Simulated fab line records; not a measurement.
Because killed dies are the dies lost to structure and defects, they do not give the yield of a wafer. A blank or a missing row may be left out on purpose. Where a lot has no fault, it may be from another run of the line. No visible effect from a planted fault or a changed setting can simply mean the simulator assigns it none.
Struck lot and sound lot, side by side || flow sfq-line || 15 out of 325 route steps
Sound: wafers L430.2, L430.5, L430.6. Struck: wafers L434.1, L434.5. (L434.2 of the same lot was not struck and is left out.) The cause comes at the end.
At each step with rows: each side's tool, then ch and its chambers, then its first start. Under that, the readings that differ: sound wafers || struck wafers || difference of the means || sigmas: that difference in standard deviations of wafers without a fault.
alike: a reading whose means differ by less than 2 such deviations, as well as words and numbers matching on both sides. not compared: withheld readings; readings where some wafer has no value; bounds like >300 that might hide an equal value; numbers whose values overlap and for which the record gives no deviation.
A row with sigmas, a row that says differs or no value, or rows on one side alone: a step with any of these is where the two part. Non-overlapping numbers with no deviation appear without sigmas and do not part them. Lack of a reading on every wafer of one side parts them only where that side has two or more wafers.

first, 1 step without rows for these wafers: SFQ_TRILAYER_M0_STRIP_SOLV_CLEAN_026 (cleans in NMP, time 600 s).
SFQ_TRILAYER_I0_DEP_PECVD_027: deposits SiO2 from SiH4/N2O, time 111.11 s, target thk 500 nm.
  sound on pecvd-02 ch 1,2, day 11 13:30; struck on pecvd-02 ch 1,2, day 12 23:06
  alike: heater-power-outer-w, heater-power-w, throttle-valve-pct
SFQ_TRILAYER_I0_CMP_CMP_028: polishes SiO2.
  sound on cmp-02 ch 1,2,3, day 11 15:30; struck on cmp-02 ch 1,2, day 13 10:50
  alike: motor-current-A, platen-rpm, time-to-endpoint-s
SFQ_I0_BOW_MEAS_907:
  struck on film-metro-03, day 13 12:50; sound on film-metro-04, day 11 17:01
  alike: I0_BOW
SFQ_TRILAYER_I0_METRO_MEASURE_029:
  struck on film-metro-03, day 13 12:58; sound on film-metro-04, day 11 17:19
  alike: thk-nm
then, 6 steps without rows for these wafers: SFQ_TRILAYER_I0_VIA_LITHO_COAT_036 (resist thk 62 nm); SFQ_TRILAYER_I0_VIA_LITHO_COAT_031 (resist thk 650 nm); SFQ_TRILAYER_I0_VIA_LITHO_SOFTBAKE_035; SFQ_TRILAYER_I0_VIA_LITHO_EXPOSE_032 (exposes mask I0, target cd 500 nm); SFQ_TRILAYER_I0_VIA_LITHO_PEB_034 (peb time 60 s); SFQ_TRILAYER_I0_VIA_LITHO_DEVELOP_033 (time 60 s).
-- the record jumps here: 5 days lie between the struck wafers' starts before and after --
SFQ_I0_OVL_MEAS_908:
  struck on overlay-02, day 18 22:30; sound on overlay-02, day 16 07:53
  alike: I0_OVL
SFQ_TRILAYER_I0_VIA_BARC_OPEN_VIA_ETCH_046: etches BARC in O2, target depth 125 nm, time 41.7 s.
  sound on rie-diel-01 ch 0,1,3, day 16 07:55; struck on rie-diel-01 ch 1,3, day 18 22:32
{"reading": "model.KrF_of_TRILAYER_I0_VIA_LITHO_COAT_031.thk-nm (nm)", "sound": "574.3 572.6 574.2", "struck": "582.2 583.5", "difference": "+9.1", "sigmas": ""}
  alike: bias-w, chamber-pressure-mTorr, drypump-motor-current-A, oes-product-au
  not compared: rf-hours-counter-h
SFQ_TRILAYER_I0_VIA_ETCH_VIA_ETCH_034: etches SiO2 in CHF3, stops on Nb, target depth 260 nm.
  sound on rie-diel-01 ch 0,1,3, day 16 07:57; struck on rie-diel-01 ch 1,3, day 18 22:35
{"reading": "model.KrF_of_TRILAYER_I0_VIA_LITHO_COAT_031.thk-nm (nm)", "sound": "530.3 526.8 528.7", "struck": "538.5 539.2", "difference": "+10.2", "sigmas": ""}
  alike: bias-w, chamber-pressure-mTorr, drypump-motor-current-A, oes-product-au
SFQ_TRILAYER_I0_VIA_STRIP_STRIP_035: strips in O2.
  sound on rie-metal-01 ch 0, day 16 08:16; struck on rie-metal-01 ch 1, day 18 22:41
  alike: chamber-pressure-mTorr, drypump-motor-current-A, oes-product-au, platen-temp-c
  not compared: rf-hours-counter-h

## WHERE THEY PART
Nowhere in this record.

WHY: what had been put in by the simulator
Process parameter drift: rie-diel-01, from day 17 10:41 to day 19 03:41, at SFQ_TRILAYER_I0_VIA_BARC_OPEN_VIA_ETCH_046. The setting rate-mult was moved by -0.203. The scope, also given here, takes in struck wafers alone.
